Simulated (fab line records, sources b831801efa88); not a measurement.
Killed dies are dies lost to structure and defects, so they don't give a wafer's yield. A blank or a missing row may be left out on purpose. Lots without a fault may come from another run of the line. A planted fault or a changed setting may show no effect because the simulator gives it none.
Which tool did it? | flow sky130 | 14 lots, 42 wafers sampled, at 4 steps of a route of 708

WHAT THE GAUGES READ, wafer by wafer
SKY_LDD_P_TW_MEAS_11. Usual: LDD_P_TW 639.4, standard deviation 2.9.
lot  | measured     | on            | LDD_P_TW          | flag
L724 | day 18 14:05 | film_metro-04 | 635.3 634.3 638.9 |
L725 | day 18 17:08 | film_metro-04 | 635.6 636.1 640.1 |
L726 | day 19 05:51 | film_metro-02 | 636.5 634.0 631.6 |
L727 | day 19 10:18 | film_metro-04 | 642.4 638.6 639.2 |
L729 | day 20 03:28 | film_metro-03 | 639.2 640.8 638.3 |
L731 | day 21 17:10 | film_metro-02 | 635.9 635.4 640.3 |
L732 | day 21 23:55 | film_metro-02 | 639.8 639.0 637.0 |
L733 | day 22 00:11 | film_metro-04 | 643.1 637.3 637.9 |
L735 | day 22 17:26 | film_metro-02 | 642.4 640.8 639.1 |
L739 | day 24 15:56 | film_metro-02 | 637.4 637.3 637.8 |
L740 | day 24 23:17 | film_metro-02 | 636.5 637.2 638.3 |
L741 | day 24 23:25 | film_metro-04 | 640.0 642.8 640.7 |
L743 | day 25 05:59 | film_metro-04 | 640.2 641.8 639.9 |
L745 | day 26 01:52 | film_metro-04 | 642.3 637.5 637.6 |

SKY_LI_CONTACT_THK_MEAS_01. Usual: LI_CONTACT_HDPCVD_THK 932 nm, standard deviation 8.
lot  | measured     | on            | LI_CONTACT_HDPCVD_THK (nm) | flag
L724 | day 27 16:50 | film_metro-02 | 942 934 946                |
L725 | day 27 17:41 | film_metro-01 | 928 933 936                |
L726 | day 28 05:48 | film_metro-01 | 927 939 912                |
L727 | day 28 09:42 | film_metro-04 | 929 927 934                |
L729 | day 29 02:47 | film_metro-02 | 928 939 929                |
L731 | day 30 11:47 | film_metro-04 | 935 923 939                |
L732 | day 30 19:02 | film_metro-04 | 931 947 935                |
L733 | day 30 19:56 | film_metro-01 | 923 930 930                |
L735 | day 31 09:24 | film_metro-02 | 930 934 923                |
L739 | day 33 07:29 | film_metro-02 | 916 930 920                |
L740 | day 33 13:41 | film_metro-02 | 936 927 918                |
L741 | day 33 14:36 | film_metro-02 | 930 923 928                |
L743 | day 33 20:32 | film_metro-01 | 932 929 932                |
L745 | day 34 13:08 | film_metro-04 | 937 940 919                |

WHICH TOOL RAN EACH LOT (tool, then ch and the chambers of the sampled wafers, then the start)
lot  | SKY_POLY_CUT_DEVELOP_07           | SKY_POLY_CUT_STRIP_12
L724 | litho_track-02 ch 0, day 23 20:00 | plasma_asher-01 ch 0,1, day 23 21:01
L725 | litho_track-01 ch 0, day 23 21:00 | plasma_asher-04 ch 0,1, day 23 22:03
L726 | litho_track-03 ch 0, day 24 09:00 | plasma_asher-01 ch 0,1, day 24 10:09
L727 | litho_track-01 ch 0, day 24 13:00 | plasma_asher-01 ch 0,1, day 24 13:41
L729 | litho_track-02 ch 0, day 25 08:00 | plasma_asher-04 ch 0,1, day 25 09:10
L731 | litho_track-02 ch 0, day 26 18:00 | plasma_asher-01 ch 0,1, day 26 19:22
L732 | litho_track-02 ch 0, day 27 01:00 | plasma_asher-02 ch 0, day 27 02:16
L733 | litho_track-03 ch 0, day 27 04:00 | plasma_asher-02 ch 0,1, day 27 04:28
L735 | litho_track-03 ch 0, day 27 19:00 | plasma_asher-01 ch 0,1, day 27 20:18
L739 | litho_track-01 ch 0, day 29 17:00 | plasma_asher-01 ch 0,1, day 29 17:51
L740 | litho_track-03 ch 0, day 29 23:00 | plasma_asher-01 ch 1, day 29 23:55
L741 | litho_track-03 ch 0, day 30 00:00 | plasma_asher-01 ch 0,1, day 30 00:52
L743 | litho_track-02 ch 0, day 30 07:00 | plasma_asher-04 ch 0,1, day 30 07:37
L745 | litho_track-01 ch 0, day 31 00:00 | plasma_asher-02 ch 0,1, day 31 00:48
- SKY_POLY_CUT_DEVELOP_07: develop time 60 s.
- SKY_POLY_CUT_STRIP_12: strips in O2/N2.

WHAT THE TOOLS THEMSELVES READ (means of the sampled wafers that have a number; where no wafer has one, the mark that the record gives instead)
SKY_POLY_CUT_DEVELOP_07. Usual: developer_temp_C 20.99 C, standard deviation 0.11.
lot  | tool           | developer_temp_C (C) | flag
L724 | litho_track-02 | 20.98                |
L725 | litho_track-01 | 21.09                |
L726 | litho_track-03 | 20.97                |
L727 | litho_track-01 | 21.02                |
L729 | litho_track-02 | 20.95                |
L731 | litho_track-02 | 21.12                |
L732 | litho_track-02 | 20.94                |
L733 | litho_track-03 | 20.90                |
L735 | litho_track-03 | 21.02                |
L739 | litho_track-01 | 20.94                |
L740 | litho_track-03 | 20.06                | OFF
L741 | litho_track-03 | 19.98                | OFF
L743 | litho_track-02 | 21.15                |
L745 | litho_track-01 | 21.02                |

SKY_POLY_CUT_STRIP_12. Usual: drypump_motor_current_A 5.9 A, standard deviation 0.37; oes_product_au 0.453 a.u., standard deviation 0.0042; strip_time_to_endpoint_s 5.365 s, standard deviation 0.016.
lot  | tool            | drypump_motor_current_A (A) | oes_product_au (a.u.) | strip_time_to_endpoint_s (s) | flag
L724 | plasma_asher-01 | 6.1                         | 0.453                 | 5.369                        |
L725 | plasma_asher-04 | 5.7                         | 0.455                 | 5.353                        |
L726 | plasma_asher-01 | 6.3                         | 0.452                 | 5.353                        |
L727 | plasma_asher-01 | 6.1                         | 0.451                 | 5.336                        |
L729 | plasma_asher-04 | 5.7                         | 0.453                 | 5.355                        |
L731 | plasma_asher-01 | 6.1                         | 0.449                 | 5.366                        |
L732 | plasma_asher-02 | 5.8                         | 0.449                 | 5.372                        |
L733 | plasma_asher-02 | 5.7                         | 0.456                 | 5.364                        |
L735 | plasma_asher-01 | 6.1                         | 0.456                 | 5.394                        |
L739 | plasma_asher-01 | 6.1                         | 0.451                 | 5.361                        |
L740 | plasma_asher-01 | 6.0                         | 0.449                 | 5.376                        |
L741 | plasma_asher-01 | 6.2                         | 0.457                 | 5.341                        |
L743 | plasma_asher-04 | 5.6                         | 0.455                 | 5.361                        |
L745 | plasma_asher-02 | 5.7                         | 0.452                 | 5.359                        |

THE ANSWER, worked out from the rows above alone
Rule: a lot is off if the mean of its wafers that have a number lies more than 3 standard deviations from the usual mean. A lot without any number at a reading at which 4 lots or more have one is off too. The other lots that the step has rows for count as sound. The gauges are gone through in route order, then the tools' own readings, and for those a lot's mean is taken as printed above. The first step at which some lot is off is used, and at that step the reading that is off furthest; a lot without a number counts as furthest.
Off: L740, L741, at SKY_POLY_CUT_DEVELOP_07 (developer_temp_C).
A tool fits if, at that step or a process step before it, it ran every lot that is off, and no sound lot after the first of them. One fits: litho_track-03 at SKY_POLY_CUT_DEVELOP_07. Its last sound lot is L735 (day 27 19:00), its first lot that is off L740 (day 29 23:00): a fault that began between those two fits.
The tool's own readings at SKY_POLY_CUT_DEVELOP_07 bear it out: on the lots that are off they differ by more than 5 times the standard deviation of the sound lots' means. developer_temp_C reads 20.02 C there against 21.01 C on the sound lots.

WHAT THE SIMULATOR HAD PUT IN
Process parameter drift: litho_track-03, from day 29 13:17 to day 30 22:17, at SKY_POLY_CUT_DEVELOP_07. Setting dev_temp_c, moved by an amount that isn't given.
Lots struck among those shown: L740, L741. The rule above found the same.
